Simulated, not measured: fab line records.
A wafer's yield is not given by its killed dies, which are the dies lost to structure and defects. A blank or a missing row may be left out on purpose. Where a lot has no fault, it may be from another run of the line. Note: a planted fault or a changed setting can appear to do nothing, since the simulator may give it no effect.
Which tool did it? | flow sky130 | 24 lots, 72 wafers sampled, at 6 steps of a route of 708

WHAT THE GAUGES SHOWED, per wafer
SKY_FIELD_ISO_THK_MEAS_04.
lot  | measured    | on            | FIELD_ISO_CVD_03_THK (nm)
L074 | day 1 15:30 | film metro-02 | 166.3 166.3 167.9
L075 | day 1 21:34 | film metro-04 | 164.0 165.0 164.8
L076 | day 2 04:06 | film metro-04 | 164.9 163.8 164.7
L077 | day 2 06:56 | film metro-02 | 163.9 163.3 163.1
L078 | day 2 10:08 | film metro-02 | 160.7 163.3 162.7
L079 | day 2 15:32 | film metro-02 | 161.7 161.7 161.9
L080 | day 2 19:29 | film metro-04 | 165.7 164.3 164.4
L081 | day 3 00:44 | film metro-04 | 164.3 163.2 165.0
L082 | day 3 06:56 | film metro-02 | 164.8 163.0 165.5
L083 | day 3 11:33 | film metro-04 | 165.4 167.1 165.5
L084 | day 3 15:54 | film metro-01 | 165.0 163.0 163.2
L085 | day 3 22:57 | film metro-04 | 163.0 162.4 163.0
L086 | day 4 01:49 | film metro-04 | 162.0 161.9 161.9
L087 | day 4 06:30 | film metro-01 | 163.0 164.4 164.7
L088 | day 4 12:37 | film metro-02 | 163.6 162.5 163.4
L089 | day 4 17:40 | film metro-02 | 166.8 165.9 166.2
L090 | day 5 01:45 | film metro-01 | 164.8 165.3 166.2
L091 | day 5 04:46 | film metro-02 | 166.5 167.3 166.2
L092 | day 5 11:05 | film metro-04 | 165.9 167.5 165.5
L093 | day 5 14:14 | film metro-04 | 164.7 163.3 164.2
L094 | day 5 17:29 | film metro-02 | 165.1 163.1 162.8
L095 | day 5 22:31 | film metro-01 | 164.2 164.0 164.7
L096 | day 6 03:29 | film metro-01 | 163.8 165.0 163.6
L097 | day 6 08:29 | film metro-04 | 161.2 163.0 162.1

SKY_POLY_GATE_THK_MEAS_01.
lot  | measured     | on            | POLY_GATE_CVD_00_THK (nm)
L074 | day 15 05:04 | film metro-03 | 178.1 179.7 178.4
L075 | day 15 10:32 | film metro-02 | 178.1 178.1 179.3
L076 | day 15 17:41 | film metro-03 | 180.9 179.9 179.5
L077 | day 16 01:55 | film metro-02 | 180.8 182.9 181.1
L078 | day 16 05:11 | film metro-02 | 180.2 179.2 179.8
L079 | day 16 08:56 | film metro-02 | 178.7 179.2 177.6
L080 | day 16 08:55 | film metro-03 | 181.6 182.5 180.2
L081 | day 16 08:59 | film metro-03 | 178.5 179.5 179.7
L082 | day 16 11:14 | film metro-02 | 180.9 182.3 182.1
L083 | day 16 11:15 | film metro-03 | 179.5 180.3 179.0
L084 | day 16 11:18 | film metro-02 | 178.7 179.5 179.4
L085 | day 16 14:43 | film metro-02 | 181.3 181.5 181.3
L086 | day 16 14:43 | film metro-03 | 181.3 181.2 179.9
L087 | day 16 14:47 | film metro-03 | 179.2 178.9 179.4
L088 | day 22 16:33 | film metro-04 | 178.6 178.7 179.8
L089 | day 23 04:12 | film metro-02 | 175.1 175.9 174.9
L090 | day 23 13:49 | film metro-02 | 176.7 176.9 177.0
L091 | day 23 10:14 | film metro-03 | 177.8 177.8 179.4
L092 | day 23 11:25 | film metro-04 | 177.5 178.0 176.9
L093 | day 23 09:01 | film metro-04 | 180.8 181.0 180.5
L094 | day 23 12:37 | film metro-04 | 181.7 180.1 181.1
L095 | day 23 16:14 | film metro-02 | 179.2 178.8 177.8
L096 | day 23 20:46 | film metro-03 | 177.9 177.9 179.5
L097 | day 23 19:14 | film metro-04 | 178.8 179.4 179.7

SKY_METAL5_THK_MEAS_06: measures by xrf.
lot  | measured     | on            | METAL5_ALCU_THK (nm)
L074 | day 44 16:44 | film metro-02 | 1150 1129 1153
L075 | day 44 22:07 | film metro-03 | 1144 1159 1133
L076 | day 45 01:35 | film metro-03 | 1111 1123 1123
L077 | day 45 10:26 | film metro-02 | 1121 1113 1122
L078 | day 45 10:38 | film metro-03 | 1146 1156 1141
L079 | day 45 13:34 | film metro-03 | 1116 1113 1100
L080 | day 45 13:23 | film metro-01 | 1128 1163 1145
L081 | day 45 15:26 | film metro-01 | 1121 1120 1124
L082 | day 45 14:03 | film metro-03 | 1148 1161 1158
L083 | day 45 13:41 | film metro-01 | 1098 1102 1106
L084 | day 45 15:46 | film metro-03 | 1147 1126 1123
L085 | day 45 21:56 | film metro-01 | 1116 1099 1104
L086 | day 45 22:14 | film metro-02 | 1124 1130 1126
L087 | day 45 21:08 | film metro-02 | 1108 1118 1103
L088 | day 49 21:29 | film metro-02 | 1143 1138 1138
L089 | day 50 06:16 | film metro-01 | 1118 1133 1118
L090 | day 50 10:23 | film metro-03 | 1110 1120 1111
L091 | day 50 08:46 | film metro-03 | 1133 1155 1152
L092 | day 50 07:02 | film metro-01 | 1128 1130 1138
L093 | day 50 14:01 | film metro-02 | 1113 1110 1107
L094 | day 50 09:44 | film metro-01 | 1111 1137 1108
L095 | day 50 10:43 | film metro-01 | 1129 1118 1152
L096 | day 50 13:16 | film metro-03 | 1154 1137 1127
L097 | day 50 12:23 | film metro-01 | 1092 1137 1108

EACH LOT AND THE TOOL THAT RAN IT (in order: tool; ch and the chambers of the sampled wafers; start)
lot  | SKY_LI_CONTACT_CMP_24         | SKY_METAL3_SPUTTER_03        | SKY_METAL4_ETCH_16
L074 | cmp-02 ch 0,3, day 30 19:21   | pvd sputter-01, day 38 01:40 | rie metal-02 ch 0, day 43 13:59
L075 | cmp-01 ch 0,3, day 31 01:10   | pvd sputter-01, day 38 06:29 | rie metal-03 ch 1, day 43 19:17
L076 | cmp-02 ch 0,2,3, day 31 05:17 | pvd sputter-03, day 38 10:24 | rie metal-03 ch 1, day 43 22:43
L077 | cmp-01 ch 0,1,2, day 31 14:41 | pvd sputter-03, day 38 20:16 | rie metal-04 ch 0,1, day 44 07:26
L078 | cmp-02 ch 1,2, day 31 16:14   | pvd sputter-01, day 38 21:02 | rie metal-03 ch 0,1, day 44 08:10
L079 | cmp-01 ch 0,2,3, day 31 20:38 | pvd sputter-01, day 38 23:43 | rie metal-02 ch 0,1, day 44 10:37
L080 | cmp-02 ch 0,2,3, day 31 20:48 | pvd sputter-01, day 39 00:36 | rie metal-02 ch 0,1, day 44 10:58
L081 | cmp-02 ch 0,1,3, day 31 22:41 | pvd sputter-01, day 39 02:38 | rie metal-02 ch 0,1, day 44 12:32
L082 | cmp-02 ch 0,1,3, day 31 21:46 | pvd sputter-01, day 39 01:29 | rie metal-04 ch 0,1, day 44 11:22
L083 | cmp-01 ch 1,2, day 31 21:32   | pvd sputter-02, day 39 01:09 | rie metal-04 ch 1, day 44 11:02
L084 | cmp-01 ch 0,2,3, day 31 23:57 | pvd sputter-03, day 39 03:49 | rie metal-03 ch 0,1, day 44 12:53
L085 | cmp-02 ch 1,3, day 32 04:14   | pvd sputter-01, day 39 08:01 | rie metal-04 ch 1, day 44 20:22
L086 | cmp-01 ch 0,1,2, day 32 04:36 | pvd sputter-03, day 39 08:23 | rie metal-04 ch 0,1, day 44 20:43
L087 | cmp-01 ch 0,1,2, day 32 02:07 | pvd sputter-02, day 39 07:37 | rie metal-02 ch 0,1, day 44 20:16
L088 | cmp-02 ch 1,3, day 37 11:23   | pvd sputter-02, day 44 06:26 | rie metal-03 ch 0, day 49 00:01
L089 | cmp-01 ch 0,3, day 38 00:04   | pvd sputter-02, day 44 18:13 | rie metal-03 ch 1, day 49 09:40
L090 | cmp-01 ch 0,1,3, day 38 08:02 | pvd sputter-02, day 44 23:48 | rie metal-04 ch 0,1, day 49 13:31
L091 | cmp-01 ch 1,2, day 38 04:11   | pvd sputter-03, day 44 22:50 | rie metal-03 ch 1, day 49 12:13
L092 | cmp-02 ch 0,1,2, day 38 01:56 | pvd sputter-03, day 44 20:10 | rie metal-02 ch 0,1, day 49 10:40
L093 | cmp-02 ch 0,1,2, day 38 00:31 | pvd sputter-03, day 45 05:28 | rie metal-04 ch 0,1, day 49 17:17
L094 | cmp-01 ch 1,3, day 38 04:47   | pvd sputter-01, day 44 23:31 | rie metal-02 ch 0,1, day 49 12:31
L095 | cmp-01 ch 0,2,3, day 38 08:58 | pvd sputter-01, day 45 01:20 | rie metal-02 ch 1, day 49 14:07
L096 | cmp-01 ch 0,1,2, day 38 11:43 | pvd sputter-03, day 45 04:46 | rie metal-04 ch 0,1, day 49 16:19
L097 | cmp-01 ch 0,1,2, day 38 09:43 | pvd sputter-02, day 45 03:52 | rie metal-02 ch 1, day 49 15:32
- SKY_LI_CONTACT_CMP_24: polishes, stops on PSG, t overpolish 20 s, target thk 0 nm.
- SKY_METAL3_SPUTTER_03: material Ti, target thk 5 nm, time 3.3 s.
- SKY_METAL4_ETCH_16: etches BARC in N2/H2, stops on SiO2, time 88.2 s, target depth 60 nm.

WHAT THE TOOLS THEMSELVES READ (means of the sampled wafers that have a number; where no wafer has one, the mark that the record gives instead)
SKY_LI_CONTACT_CMP_24.
lot  | tool   | motor current A (A) | overpolish run s (s) | slurry flow ml min | time to endpoint s (s)
L074 | cmp-02 | 10.5                | 20.000               | 149.9              | 94
L075 | cmp-01 | 11.8                | 20.000               | 150.7              | 96
L076 | cmp-02 | 11.1                | 19.996               | 150.1              | 100
L077 | cmp-01 | 11.7                | 19.989               | 149.9              | 101
L078 | cmp-02 | 11.8                | 20.003               | 149.9              | 100
L079 | cmp-01 | 11.9                | 19.999               | 150.4              | 101
L080 | cmp-02 | 11.5                | 20.001               | 149.7              | 92
L081 | cmp-02 | 10.9                | 19.995               | 150.2              | 97
L082 | cmp-02 | 11.0                | 20.007               | 150.2              | 97
L083 | cmp-01 | 11.8                | 19.993               | 150.1              | 103
L084 | cmp-01 | 11.7                | 20.004               | 149.9              | 104
L085 | cmp-02 | 11.5                | 20.005               | 150.0              | 103
L086 | cmp-01 | 11.6                | 20.008               | 150.6              | 103
L087 | cmp-01 | 11.7                | 19.995               | 150.3              | 103
L088 | cmp-02 | 11.3                | 19.997               | 149.8              | 99
L089 | cmp-01 | 11.8                | 19.998               | 149.8              | 93
L090 | cmp-01 | 11.1                | 20.002               | 149.5              | 92
L091 | cmp-01 | 10.6                | 19.992               | 150.3              | 93
L092 | cmp-02 | 11.2                | 20.003               | 149.6              | 97
L093 | cmp-02 | 11.1                | 20.002               | 150.1              | 95
L094 | cmp-01 | 11.1                | 19.998               | 150.3              | 87
L095 | cmp-01 | 11.9                | 20.002               | 150.1              | 99
L096 | cmp-01 | 11.4                | 20.001               | 149.8              | 97
L097 | cmp-01 | 11.5                | 19.997               | 149.7              | 96

SKY_METAL3_SPUTTER_03.
lot  | tool           | throttle valve pct (%)
L074 | pvd sputter-01 | 28.9
L075 | pvd sputter-01 | 28.8
L076 | pvd sputter-03 | 29.2
L077 | pvd sputter-03 | 29.5
L078 | pvd sputter-01 | 28.7
L079 | pvd sputter-01 | 28.8
L080 | pvd sputter-01 | 28.7
L081 | pvd sputter-01 | 29.6
L082 | pvd sputter-01 | 28.2
L083 | pvd sputter-02 | 29.5
L084 | pvd sputter-03 | 29.5
L085 | pvd sputter-01 | 29.1
L086 | pvd sputter-03 | 29.5
L087 | pvd sputter-02 | 30.0
L088 | pvd sputter-02 | 29.6
L089 | pvd sputter-02 | 29.9
L090 | pvd sputter-02 | 29.8
L091 | pvd sputter-03 | 29.6
L092 | pvd sputter-03 | 30.0
L093 | pvd sputter-03 | 29.1
L094 | pvd sputter-01 | 28.9
L095 | pvd sputter-01 | 28.8
L096 | pvd sputter-03 | 29.1
L097 | pvd sputter-02 | 29.8

SKY_METAL4_ETCH_16.
lot  | tool         | drypump motor current A (A) | oes product au (a.u.) | throttle valve pct (%)
L074 | rie metal-02 | 5.9                         | 0.621                 | 13.199
L075 | rie metal-03 | 5.0                         | 0.629                 | 13.202
L076 | rie metal-03 | 5.0                         | 0.624                 | 13.200
L077 | rie metal-04 | 5.8                         | 0.620                 | 13.203
L078 | rie metal-03 | 5.2                         | 0.628                 | 13.194
L079 | rie metal-02 | 5.7                         | 0.628                 | 13.197
L080 | rie metal-02 | 5.6                         | 0.624                 | 13.209
L081 | rie metal-02 | 5.6                         | 0.624                 | 13.211
L082 | rie metal-04 | 5.8                         | 0.622                 | 13.193
L083 | rie metal-04 | 5.7                         | 0.622                 | 13.199
L084 | rie metal-03 | 5.5                         | 0.622                 | 13.206
L085 | rie metal-04 | 5.7                         | 0.625                 | 13.205
L086 | rie metal-04 | 5.8                         | 0.629                 | 13.207
L087 | rie metal-02 | 5.8                         | 0.623                 | 13.211
L088 | rie metal-03 | 5.7                         | 0.631                 | 13.204
L089 | rie metal-03 | 5.0                         | 0.627                 | 13.204
L090 | rie metal-04 | 5.8                         | 0.621                 | 13.215
L091 | rie metal-03 | 5.0                         | 0.623                 | 13.203
L092 | rie metal-02 | 5.8                         | 0.629                 | 13.204
L093 | rie metal-04 | 5.8                         | 0.621                 | 13.208
L094 | rie metal-02 | 5.8                         | 0.627                 | 13.207
L095 | rie metal-02 | 5.5                         | 0.626                 | 13.208
L096 | rie metal-04 | 5.8                         | 0.623                 | 13.207
L097 | rie metal-02 | 5.5                         | 0.622                 | 13.196

THE ANSWER, worked out from the rows above alone
Rule: usual is defined by the lots themselves. The widest of any qualifying gaps counts: lots, ordered by their means at a reading, are off when they make up no more than a third of the lots, leave a main group of 4 or more, and stand apart from it by 3 or more times the standard deviation of that group's means. The tables above print the reading to a certain number of digits; a main group whose means all agree to those digits is not used. A lot without any number at a reading at which 4 lots or more have one is off too. Where the step has rows for the other lots, those lots are counted as sound. The gauges are gone through in route order, then the tools' own readings, and for those a lot's mean is taken as printed above. The first step at which some lot is off is used, and at that step the reading that is off furthest; a lot without a number counts as furthest.
No lot is off at any reading shown: from this, nothing can be told.

WHAT WAS PUT IN BY THE SIMULATOR
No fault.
